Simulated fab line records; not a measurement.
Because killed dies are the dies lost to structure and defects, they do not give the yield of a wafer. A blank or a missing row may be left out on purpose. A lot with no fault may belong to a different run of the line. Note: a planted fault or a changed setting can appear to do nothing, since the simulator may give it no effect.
Which tool is to blame? :: flow gf180mcu :: Sampling: 24 lots, 72 wafers, 6 of 602 route steps

## WHAT THE GAUGES SHOWED, per wafer
GF_V5_THK_MEAS_03.
lot: L074
measured: day 26 06:27
on: film-metro-03
V5_CVD_02_THK (nm): 1396 1427 1439

lot: L075
measured: day 26 12:26
on: film-metro-01
V5_CVD_02_THK (nm): 1464 1450 1430

lot: L076
measured: day 27 00:34
on: film-metro-02
V5_CVD_02_THK (nm): 1424 1432 1442

lot: L077
measured: day 27 07:34
on: film-metro-03
V5_CVD_02_THK (nm): 1431 1437 1419

lot: L078
measured: day 27 14:01
on: film-metro-03
V5_CVD_02_THK (nm): 1435 1445 1456

lot: L079
measured: day 28 06:47
on: film-metro-03
V5_CVD_02_THK (nm): 1441 1410 1438

lot: L080
measured: day 28 11:41
on: film-metro-01
V5_CVD_02_THK (nm): 1437 1460 1470

lot: L081
measured: day 28 13:25
on: film-metro-01
V5_CVD_02_THK (nm): 1430 1420 1450

lot: L082
measured: day 28 23:56
on: film-metro-01
V5_CVD_02_THK (nm): 1449 1503 1463

lot: L083
measured: day 29 03:43
on: film-metro-03
V5_CVD_02_THK (nm): 1475 1475 1451

lot: L084
measured: day 29 12:37
on: film-metro-02
V5_CVD_02_THK (nm): 1484 1468 1495

lot: L085
measured: day 29 16:33
on: film-metro-03
V5_CVD_02_THK (nm): 1450 1426 1469

lot: L086
measured: day 29 21:50
on: film-metro-01
V5_CVD_02_THK (nm): 1436 1450 1466

lot: L087
measured: day 30 14:08
on: film-metro-03
V5_CVD_02_THK (nm): 1478 1471 1478

lot: L088
measured: day 30 15:42
on: film-metro-03
V5_CVD_02_THK (nm): 1468 1490 1460

lot: L089
measured: day 30 21:02
on: film-metro-03
V5_CVD_02_THK (nm): 1429 1475 1452

lot: L090
measured: day 31 00:12
on: film-metro-02
V5_CVD_02_THK (nm): 1446 1473 1496

lot: L091
measured: day 31 11:24
on: film-metro-03
V5_CVD_02_THK (nm): 1456 1451 1427

lot: L092
measured: day 31 20:54
on: film-metro-01
V5_CVD_02_THK (nm): 1436 1495 1467

lot: L093
measured: day 32 02:50
on: film-metro-01
V5_CVD_02_THK (nm): 1433 1447 1498

lot: L094
measured: day 32 09:19
on: film-metro-03
V5_CVD_02_THK (nm): 1448 1444 1450

lot: L095
measured: day 32 11:11
on: film-metro-01
V5_CVD_02_THK (nm): 1456 1440 1440

lot: L097
measured: day 32 23:37
on: film-metro-02
V5_CVD_02_THK (nm): 1434 1432 1490

lot: L096
measured: day 33 00:58
on: film-metro-02
V5_CVD_02_THK (nm): 1445 1471 1467

GF_TOP_METAL_OVL_MEAS_15.
lot: L074
measured: day 28 01:25
on: overlay-01
TOP_METAL_OVL (nm): -0.4 -0.2 0.1

lot: L075
measured: day 28 06:26
on: overlay-01
TOP_METAL_OVL (nm): -0.9 -0.7 -0.3

lot: L076
measured: day 28 17:40
on: overlay-02
TOP_METAL_OVL (nm): 1.7 1.1 1.3

lot: L077
measured: day 29 01:03
on: overlay-01
TOP_METAL_OVL (nm): 0.4 -1.1 -1.1

lot: L078
measured: day 29 07:13
on: overlay-02
TOP_METAL_OVL (nm): 1.0 4.1 2.9

lot: L079
measured: day 29 23:47
on: overlay-02
TOP_METAL_OVL (nm): -0.1 -2.3 -2.2

lot: L080
measured: day 30 03:46
on: overlay-01
TOP_METAL_OVL (nm): 2.4 1.9 1.5

lot: L081
measured: day 30 05:16
on: overlay-01
TOP_METAL_OVL (nm): -0.6 -0.8 0.7

lot: L082
measured: day 30 14:43
on: overlay-02
TOP_METAL_OVL (nm): -0.2 -0.4 -2.0

lot: L083
measured: day 30 19:43
on: overlay-02
TOP_METAL_OVL (nm): 3.7 2.7 2.8

lot: L084
measured: day 31 03:38
on: overlay-01
TOP_METAL_OVL (nm): -1.4 -1.9 2.0

lot: L085
measured: day 31 06:43
on: overlay-02
TOP_METAL_OVL (nm): 2.3 3.2 2.6

lot: L086
measured: day 31 12:32
on: overlay-02
TOP_METAL_OVL (nm): -0.9 -0.9 0.3

lot: L087
measured: day 32 03:37
on: overlay-02
TOP_METAL_OVL (nm): -1.0 0.0 2.1

lot: L088
measured: day 32 05:31
on: overlay-01
TOP_METAL_OVL (nm): 0.8 -1.6 -1.9

lot: L089
measured: day 32 09:23
on: overlay-02
TOP_METAL_OVL (nm): -1.2 1.2 1.1

lot: L090
measured: day 32 12:32
on: overlay-02
TOP_METAL_OVL (nm): 3.6 3.5 1.3

lot: L091
measured: day 32 22:19
on: overlay-01
TOP_METAL_OVL (nm): 0.0 -1.0 -1.0

lot: L092
measured: day 33 06:41
on: overlay-02
TOP_METAL_OVL (nm): 0.7 0.1 3.0

lot: L093
measured: day 33 13:07
on: overlay-02
TOP_METAL_OVL (nm): 0.0 0.9 -0.9

lot: L094
measured: day 33 19:05
on: overlay-02
TOP_METAL_OVL (nm): -1.2 0.0 -1.2

lot: L095
measured: day 33 22:01
on: overlay-02
TOP_METAL_OVL (nm): -0.3 0.7 0.2

lot: L097
measured: day 34 08:16
on: overlay-01
TOP_METAL_OVL (nm): 2.8 2.8 2.6

lot: L096
measured: day 34 11:02
on: overlay-01
TOP_METAL_OVL (nm): -1.0 -1.7 -1.6

## TOOL THAT RAN EACH LOT (tool first, then ch and the chambers of the sampled wafers, then the start)
lot: L074
GF_MIM_SPUTTER_00: pvd-sputter-02, day 24 10:31
GF_MIM_SPUTTER_03: pvd-sputter-02, day 24 10:40
GF_MIM_CVD_05: pecvd-03 ch 1,2, day 24 10:44
GF_MIM_STRIP_20: plasma-asher-03 ch 0,1, day 25 08:13

lot: L075
GF_MIM_SPUTTER_00: pvd-sputter-03, day 24 15:04
GF_MIM_SPUTTER_03: pvd-sputter-03, day 24 15:13
GF_MIM_CVD_05: pecvd-01 ch 0,1,2, day 24 15:17
GF_MIM_STRIP_20: plasma-asher-01 ch 0,1, day 25 13:37

lot: L076
GF_MIM_SPUTTER_00: pvd-sputter-04, day 25 05:34
GF_MIM_SPUTTER_03: pvd-sputter-04, day 25 05:44
GF_MIM_CVD_05: pecvd-01 ch 1,2, day 25 05:47
GF_MIM_STRIP_20: plasma-asher-03 ch 0, day 26 02:52

lot: L077
GF_MIM_SPUTTER_00: pvd-sputter-03, day 25 12:26
GF_MIM_SPUTTER_03: pvd-sputter-03, day 25 12:35
GF_MIM_CVD_05: pecvd-02 ch 0,1,2, day 25 12:40
GF_MIM_STRIP_20: plasma-asher-01 ch 0,1, day 26 09:30

lot: L078
GF_MIM_SPUTTER_00: pvd-sputter-03, day 25 19:31
GF_MIM_SPUTTER_03: pvd-sputter-03, day 25 19:41
GF_MIM_CVD_05: pecvd-02 ch 0,2, day 25 19:44
GF_MIM_STRIP_20: plasma-asher-04 ch 0,1, day 26 17:04

lot: L079
GF_MIM_SPUTTER_00: pvd-sputter-02, day 26 12:10
GF_MIM_SPUTTER_03: pvd-sputter-02, day 26 12:19
GF_MIM_CVD_05: pecvd-03 ch 0,1, day 26 12:23
GF_MIM_STRIP_20: plasma-asher-01 ch 0,1, day 27 09:16

lot: L080
GF_MIM_SPUTTER_00: pvd-sputter-04, day 26 18:09
GF_MIM_SPUTTER_03: pvd-sputter-04, day 26 18:19
GF_MIM_CVD_05: pecvd-02 ch 0,2, day 26 18:22
GF_MIM_STRIP_20: plasma-asher-03 ch 0,1, day 27 14:04

lot: L081
GF_MIM_SPUTTER_00: pvd-sputter-02, day 26 20:26
GF_MIM_SPUTTER_03: pvd-sputter-02, day 26 20:36
GF_MIM_CVD_05: pecvd-02 ch 0,2, day 26 20:40
GF_MIM_STRIP_20: plasma-asher-03 ch 0,1, day 27 16:40

lot: L082
GF_MIM_SPUTTER_00: pvd-sputter-02, day 27 05:59
GF_MIM_SPUTTER_03: pvd-sputter-02, day 27 06:08
GF_MIM_CVD_05: pecvd-03 ch 0,1, day 27 06:12
GF_MIM_STRIP_20: plasma-asher-01 ch 0,1, day 28 02:36

lot: L083
GF_MIM_SPUTTER_00: pvd-sputter-02, day 27 10:22
GF_MIM_SPUTTER_03: pvd-sputter-02, day 27 10:31
GF_MIM_CVD_05: pecvd-01 ch 0,1,2, day 27 10:35
GF_MIM_STRIP_20: plasma-asher-01 ch 0,1, day 28 06:29

lot: L084
GF_MIM_SPUTTER_00: pvd-sputter-03, day 27 19:59
GF_MIM_SPUTTER_03: pvd-sputter-03, day 27 20:09
GF_MIM_CVD_05: pecvd-02 ch 1,2, day 27 20:13
GF_MIM_STRIP_20: plasma-asher-03 ch 0,1, day 28 15:32

lot: L085
GF_MIM_SPUTTER_00: pvd-sputter-04, day 28 00:30
GF_MIM_SPUTTER_03: pvd-sputter-04, day 28 00:40
GF_MIM_CVD_05: pecvd-03 ch 1,2, day 28 00:43
GF_MIM_STRIP_20: plasma-asher-03 ch 1, day 28 20:12

lot: L086
GF_MIM_SPUTTER_00: pvd-sputter-02, day 28 05:40
GF_MIM_SPUTTER_03: pvd-sputter-02, day 28 05:50
GF_MIM_CVD_05: pecvd-02 ch 0,2, day 28 05:53
GF_MIM_STRIP_20: plasma-asher-01 ch 0,1, day 29 01:38

lot: L087
GF_MIM_SPUTTER_00: pvd-sputter-04, day 28 22:04
GF_MIM_SPUTTER_03: pvd-sputter-04, day 28 22:14
GF_MIM_CVD_05: pecvd-03 ch 0,1,2, day 28 22:17
GF_MIM_STRIP_20: plasma-asher-03 ch 0,1, day 29 18:24

lot: L088
GF_MIM_SPUTTER_00: pvd-sputter-02, day 29 01:07
GF_MIM_SPUTTER_03: pvd-sputter-02, day 29 01:16
GF_MIM_CVD_05: pecvd-02 ch 1,2, day 29 01:20
GF_MIM_STRIP_20: plasma-asher-03 ch 0,1, day 29 20:07

lot: L089
GF_MIM_SPUTTER_00: pvd-sputter-04, day 29 06:54
GF_MIM_SPUTTER_03: pvd-sputter-04, day 29 07:04
GF_MIM_CVD_05: pecvd-02 ch 0,1,2, day 29 07:07
GF_MIM_STRIP_20: plasma-asher-01 ch 0,1, day 30 01:18

lot: L090
GF_MIM_SPUTTER_00: pvd-sputter-04, day 29 10:59
GF_MIM_SPUTTER_03: pvd-sputter-04, day 29 11:08
GF_MIM_CVD_05: pecvd-02 ch 0,1,2, day 29 11:12
GF_MIM_STRIP_20: plasma-asher-01 ch 0,1, day 30 05:33

lot: L091
GF_MIM_SPUTTER_00: pvd-sputter-04, day 29 21:00
GF_MIM_SPUTTER_03: pvd-sputter-04, day 29 21:10
GF_MIM_CVD_05: pecvd-02 ch 0,1,2, day 29 21:13
GF_MIM_STRIP_20: plasma-asher-04 ch 0,1, day 30 15:34

lot: L092
GF_MIM_SPUTTER_00: pvd-sputter-02, day 30 08:56
GF_MIM_SPUTTER_03: pvd-sputter-02, day 30 09:05
GF_MIM_CVD_05: pecvd-02 ch 0,1, day 30 09:09
GF_MIM_STRIP_20: plasma-asher-03 ch 0,1, day 31 02:55

lot: L093
GF_MIM_SPUTTER_00: pvd-sputter-03, day 30 14:34
GF_MIM_SPUTTER_03: pvd-sputter-03, day 30 14:43
GF_MIM_CVD_05: pecvd-01 ch 0,1,2, day 30 14:47
GF_MIM_STRIP_20: plasma-asher-01 ch 0,1, day 31 08:28

lot: L094
GF_MIM_SPUTTER_00: pvd-sputter-02, day 30 20:49
GF_MIM_SPUTTER_03: pvd-sputter-02, day 30 20:58
GF_MIM_CVD_05: pecvd-01 ch 0,1,2, day 30 21:02
GF_MIM_STRIP_20: plasma-asher-03 ch 0,1, day 31 14:44

lot: L095
GF_MIM_SPUTTER_00: pvd-sputter-03, day 30 23:09
GF_MIM_SPUTTER_03: pvd-sputter-03, day 30 23:19
GF_MIM_CVD_05: pecvd-03 ch 0,1,2, day 30 23:22
GF_MIM_STRIP_20: plasma-asher-01 ch 0,1, day 31 17:16

lot: L097
GF_MIM_SPUTTER_00: pvd-sputter-04, day 31 12:25
GF_MIM_SPUTTER_03: pvd-sputter-04, day 31 12:35
GF_MIM_CVD_05: pecvd-01 ch 0,1,2, day 31 12:38
GF_MIM_STRIP_20: plasma-asher-01 ch 0,1, day 32 05:50

lot: L096
GF_MIM_SPUTTER_00: pvd-sputter-02, day 31 13:42
GF_MIM_SPUTTER_03: pvd-sputter-02, day 31 13:52
GF_MIM_CVD_05: pecvd-02 ch 0,1,2, day 31 13:55
GF_MIM_STRIP_20: plasma-asher-04 ch 1, day 32 07:06
- GF_MIM_SPUTTER_00: material Ti, target thk 37.5 nm, time 150 s.
- GF_MIM_SPUTTER_03: material Ti, target thk 10 nm, time 6.7 s.
- GF_MIM_CVD_05: deposits Si3N4, target thk 42 nm, time 29.086 s.
- GF_MIM_STRIP_20: strips in O2/N2.

## AS READ BY THE TOOLS THEMSELVES (means over the sampled wafers that have a number; for cases with no such wafer, the mark the record gives instead)
GF_MIM_SPUTTER_00.
lot: L074
tool: pvd-sputter-02
throttle-valve-pct (%): 29.7

lot: L075
tool: pvd-sputter-03
throttle-valve-pct (%): 29.4

lot: L076
tool: pvd-sputter-04
throttle-valve-pct (%): 29.8

lot: L077
tool: pvd-sputter-03
throttle-valve-pct (%): 29.8

lot: L078
tool: pvd-sputter-03
throttle-valve-pct (%): 30.2

lot: L079
tool: pvd-sputter-02
throttle-valve-pct (%): 31.6

lot: L080
tool: pvd-sputter-04
throttle-valve-pct (%): 29.4

lot: L081
tool: pvd-sputter-02
throttle-valve-pct (%): 30.1

lot: L082
tool: pvd-sputter-02
throttle-valve-pct (%): 30.7

lot: L083
tool: pvd-sputter-02
throttle-valve-pct (%): 31.1

lot: L084
tool: pvd-sputter-03
throttle-valve-pct (%): 30.6

lot: L085
tool: pvd-sputter-04
throttle-valve-pct (%): 30.2

lot: L086
tool: pvd-sputter-02
throttle-valve-pct (%): 31.9

lot: L087
tool: pvd-sputter-04
throttle-valve-pct (%): 28.9

lot: L088
tool: pvd-sputter-02
throttle-valve-pct (%): 31.1

lot: L089
tool: pvd-sputter-04
throttle-valve-pct (%): 29.1

lot: L090
tool: pvd-sputter-04
throttle-valve-pct (%): 29.0

lot: L091
tool: pvd-sputter-04
throttle-valve-pct (%): 29.7

lot: L092
tool: pvd-sputter-02
throttle-valve-pct (%): 30.1

lot: L093
tool: pvd-sputter-03
throttle-valve-pct (%): 29.2

lot: L094
tool: pvd-sputter-02
throttle-valve-pct (%): 30.3

lot: L095
tool: pvd-sputter-03
throttle-valve-pct (%): 29.5

lot: L097
tool: pvd-sputter-04
throttle-valve-pct (%): 29.6

lot: L096
tool: pvd-sputter-02
throttle-valve-pct (%): 31.8

GF_MIM_SPUTTER_03.
lot: L074
tool: pvd-sputter-02
throttle-valve-pct (%): 29.8

lot: L075
tool: pvd-sputter-03
throttle-valve-pct (%): 29.5

lot: L076
tool: pvd-sputter-04
throttle-valve-pct (%): 29.7

lot: L077
tool: pvd-sputter-03
throttle-valve-pct (%): 29.6

lot: L078
tool: pvd-sputter-03
throttle-valve-pct (%): 30.2

lot: L079
tool: pvd-sputter-02
throttle-valve-pct (%): 31.6

lot: L080
tool: pvd-sputter-04
throttle-valve-pct (%): 29.5

lot: L081
tool: pvd-sputter-02
throttle-valve-pct (%): 30.1

lot: L082
tool: pvd-sputter-02
throttle-valve-pct (%): 30.8

lot: L083
tool: pvd-sputter-02
throttle-valve-pct (%): 31.2

lot: L084
tool: pvd-sputter-03
throttle-valve-pct (%): 30.7

lot: L085
tool: pvd-sputter-04
throttle-valve-pct (%): 29.9

lot: L086
tool: pvd-sputter-02
throttle-valve-pct (%): 31.8

lot: L087
tool: pvd-sputter-04
throttle-valve-pct (%): 28.9

lot: L088
tool: pvd-sputter-02
throttle-valve-pct (%): 30.8

lot: L089
tool: pvd-sputter-04
throttle-valve-pct (%): 29.2

lot: L090
tool: pvd-sputter-04
throttle-valve-pct (%): 29.1

lot: L091
tool: pvd-sputter-04
throttle-valve-pct (%): 30.0

lot: L092
tool: pvd-sputter-02
throttle-valve-pct (%): 30.1

lot: L093
tool: pvd-sputter-03
throttle-valve-pct (%): 28.9

lot: L094
tool: pvd-sputter-02
throttle-valve-pct (%): 30.3

lot: L095
tool: pvd-sputter-03
throttle-valve-pct (%): 29.4

lot: L097
tool: pvd-sputter-04
throttle-valve-pct (%): 29.7

lot: L096
tool: pvd-sputter-02
throttle-valve-pct (%): 31.8

GF_MIM_CVD_05.
lot: L074
tool: pecvd-03
heater-power-w (W): 675
rf-fwd-power-W (W): 441.9

lot: L075
tool: pecvd-01
heater-power-w (W): 614
rf-fwd-power-W (W): 444.1

lot: L076
tool: pecvd-01
heater-power-w (W): 525
rf-fwd-power-W (W): 444.2

lot: L077
tool: pecvd-02
heater-power-w (W): 625
rf-fwd-power-W (W): 442.9

lot: L078
tool: pecvd-02
heater-power-w (W): 613
rf-fwd-power-W (W): 442.1

lot: L079
tool: pecvd-03
heater-power-w (W): 558
rf-fwd-power-W (W): 445.0

lot: L080
tool: pecvd-02
heater-power-w (W): 612
rf-fwd-power-W (W): 442.7

lot: L081
tool: pecvd-02
heater-power-w (W): 600
rf-fwd-power-W (W): 444.6

lot: L082
tool: pecvd-03
heater-power-w (W): 573
rf-fwd-power-W (W): 446.3

lot: L083
tool: pecvd-01
heater-power-w (W): 588
rf-fwd-power-W (W): 443.3

lot: L084
tool: pecvd-02
heater-power-w (W): 646
rf-fwd-power-W (W): 445.0

lot: L085
tool: pecvd-03
heater-power-w (W): 685
rf-fwd-power-W (W): 443.3

lot: L086
tool: pecvd-02
heater-power-w (W): 650
rf-fwd-power-W (W): 444.4

lot: L087
tool: pecvd-03
heater-power-w (W): 606
rf-fwd-power-W (W): 442.8

lot: L088
tool: pecvd-02
heater-power-w (W): 657
rf-fwd-power-W (W): 444.3

lot: L089
tool: pecvd-02
heater-power-w (W): 640
rf-fwd-power-W (W): 443.7

lot: L090
tool: pecvd-02
heater-power-w (W): 645
rf-fwd-power-W (W): 444.3

lot: L091
tool: pecvd-02
heater-power-w (W): 659
rf-fwd-power-W (W): 444.1

lot: L092
tool: pecvd-02
heater-power-w (W): 598
rf-fwd-power-W (W): 446.7

lot: L093
tool: pecvd-01
heater-power-w (W): 571
rf-fwd-power-W (W): 442.7

lot: L094
tool: pecvd-01
heater-power-w (W): 562
rf-fwd-power-W (W): 443.8

lot: L095
tool: pecvd-03
heater-power-w (W): 611
rf-fwd-power-W (W): 443.6

lot: L097
tool: pecvd-01
heater-power-w (W): 614
rf-fwd-power-W (W): 442.7

lot: L096
tool: pecvd-02
heater-power-w (W): 616
rf-fwd-power-W (W): 444.2

GF_MIM_STRIP_20.
lot: L074
tool: plasma-asher-03
drypump-motor-current-A (A): 5.6
heater-power-w (W): 309
o2-flow-sccm (sccm): 3003
oes-product-au (a.u.): 0.690
strip-time-to-endpoint-s (s): 11.18

lot: L075
tool: plasma-asher-01
drypump-motor-current-A (A): 5.1
heater-power-w (W): 335
o2-flow-sccm (sccm): 3005
oes-product-au (a.u.): 0.690
strip-time-to-endpoint-s (s): 11.22

lot: L076
tool: plasma-asher-03
drypump-motor-current-A (A): 5.4
heater-power-w (W): 297
o2-flow-sccm (sccm): 3000
oes-product-au (a.u.): 0.692
strip-time-to-endpoint-s (s): 11.26

lot: L077
tool: plasma-asher-01
drypump-motor-current-A (A): 5.4
heater-power-w (W): 345
o2-flow-sccm (sccm): 2998
oes-product-au (a.u.): 0.695
strip-time-to-endpoint-s (s): 11.25

lot: L078
tool: plasma-asher-04
drypump-motor-current-A (A): 5.6
heater-power-w (W): 343
o2-flow-sccm (sccm): 2997
oes-product-au (a.u.): 0.697
strip-time-to-endpoint-s (s): 11.23

lot: L079
tool: plasma-asher-01
drypump-motor-current-A (A): 5.1
heater-power-w (W): 331
o2-flow-sccm (sccm): 3000
oes-product-au (a.u.): 0.691
strip-time-to-endpoint-s (s): 11.23

lot: L080
tool: plasma-asher-03
drypump-motor-current-A (A): 5.6
heater-power-w (W): 314
o2-flow-sccm (sccm): 2990
oes-product-au (a.u.): 0.696
strip-time-to-endpoint-s (s): 11.22

lot: L081
tool: plasma-asher-03
drypump-motor-current-A (A): 5.6
heater-power-w (W): 306
o2-flow-sccm (sccm): 2997
oes-product-au (a.u.): 0.692
strip-time-to-endpoint-s (s): 11.26

lot: L082
tool: plasma-asher-01
drypump-motor-current-A (A): 5.1
heater-power-w (W): 334
o2-flow-sccm (sccm): 3005
oes-product-au (a.u.): 0.688
strip-time-to-endpoint-s (s): 11.25

lot: L083
tool: plasma-asher-01
drypump-motor-current-A (A): 5.1
heater-power-w (W): 340
o2-flow-sccm (sccm): 3001
oes-product-au (a.u.): 0.700
strip-time-to-endpoint-s (s): 11.26

lot: L084
tool: plasma-asher-03
drypump-motor-current-A (A): 5.9
heater-power-w (W): 325
o2-flow-sccm (sccm): 2988
oes-product-au (a.u.): 0.692
strip-time-to-endpoint-s (s): 11.21

lot: L085
tool: plasma-asher-03
drypump-motor-current-A (A): 6.1
heater-power-w (W): 339
o2-flow-sccm (sccm): 2985
oes-product-au (a.u.): 0.689
strip-time-to-endpoint-s (s): 11.27

lot: L086
tool: plasma-asher-01
drypump-motor-current-A (A): 5.4
heater-power-w (W): 342
o2-flow-sccm (sccm): 3001
oes-product-au (a.u.): 0.691
strip-time-to-endpoint-s (s): 11.21

lot: L087
tool: plasma-asher-03
drypump-motor-current-A (A): 5.6
heater-power-w (W): 310
o2-flow-sccm (sccm): 2989
oes-product-au (a.u.): 0.696
strip-time-to-endpoint-s (s): 11.24

lot: L088
tool: plasma-asher-03
drypump-motor-current-A (A): 5.8
heater-power-w (W): 324
o2-flow-sccm (sccm): 2988
oes-product-au (a.u.): 0.687
strip-time-to-endpoint-s (s): 11.25

lot: L089
tool: plasma-asher-01
drypump-motor-current-A (A): 5.4
heater-power-w (W): 347
o2-flow-sccm (sccm): 3005
oes-product-au (a.u.): 0.695
strip-time-to-endpoint-s (s): 11.24

lot: L090
tool: plasma-asher-01
drypump-motor-current-A (A): 5.1
heater-power-w (W): 334
o2-flow-sccm (sccm): 2997
oes-product-au (a.u.): 0.689
strip-time-to-endpoint-s (s): 11.21

lot: L091
tool: plasma-asher-04
drypump-motor-current-A (A): 5.6
heater-power-w (W): 358
o2-flow-sccm (sccm): 3017
oes-product-au (a.u.): 0.694
strip-time-to-endpoint-s (s): 11.24

lot: L092
tool: plasma-asher-03
drypump-motor-current-A (A): 5.8
heater-power-w (W): 324
o2-flow-sccm (sccm): 2992
oes-product-au (a.u.): 0.692
strip-time-to-endpoint-s (s): 11.18

lot: L093
tool: plasma-asher-01
drypump-motor-current-A (A): 5.4
heater-power-w (W): 341
o2-flow-sccm (sccm): 3010
oes-product-au (a.u.): 0.690
strip-time-to-endpoint-s (s): 11.19

lot: L094
tool: plasma-asher-03
drypump-motor-current-A (A): 5.6
heater-power-w (W): 313
o2-flow-sccm (sccm): 3001
oes-product-au (a.u.): 0.688
strip-time-to-endpoint-s (s): 11.23

lot: L095
tool: plasma-asher-01
drypump-motor-current-A (A): 5.1
heater-power-w (W): 332
o2-flow-sccm (sccm): 3002
oes-product-au (a.u.): 0.687
strip-time-to-endpoint-s (s): 11.21

lot: L097
tool: plasma-asher-01
drypump-motor-current-A (A): 5.4
heater-power-w (W): 344
o2-flow-sccm (sccm): 2999
oes-product-au (a.u.): 0.688
strip-time-to-endpoint-s (s): 11.17

lot: L096
tool: plasma-asher-04
drypump-motor-current-A (A): 5.5
heater-power-w (W): 324
o2-flow-sccm (sccm): 2993
oes-product-au (a.u.): 0.692
strip-time-to-endpoint-s (s): 11.26

## THE ANSWER, worked out from the rows above alone
Rule: the lots themselves supply what counts as usual. The widest of any qualifying gaps counts: lots, ordered by their means at a reading, are off when they make up no more than a third of the lots, leave a main group of 4 or more, and stand apart from it by 3 or more times the standard deviation of that group's means. The tables above print the reading to a certain number of digits; a main group whose means all agree to those digits is not used. A lot without any number at a reading at which 4 lots or more have one is off too. All remaining lots with rows at the step are treated as sound. Order of review: gauges by route order, followed by the tools' own readings, for which a lot's mean as printed above is used. At the first step where some lot is off, the reading lying furthest off is the one used; lots without a number count as furthest.
No lot is off on any of the readings shown, so nothing can be concluded from this.

## WHAT HAD BEEN PUT IN BY THE SIMULATOR
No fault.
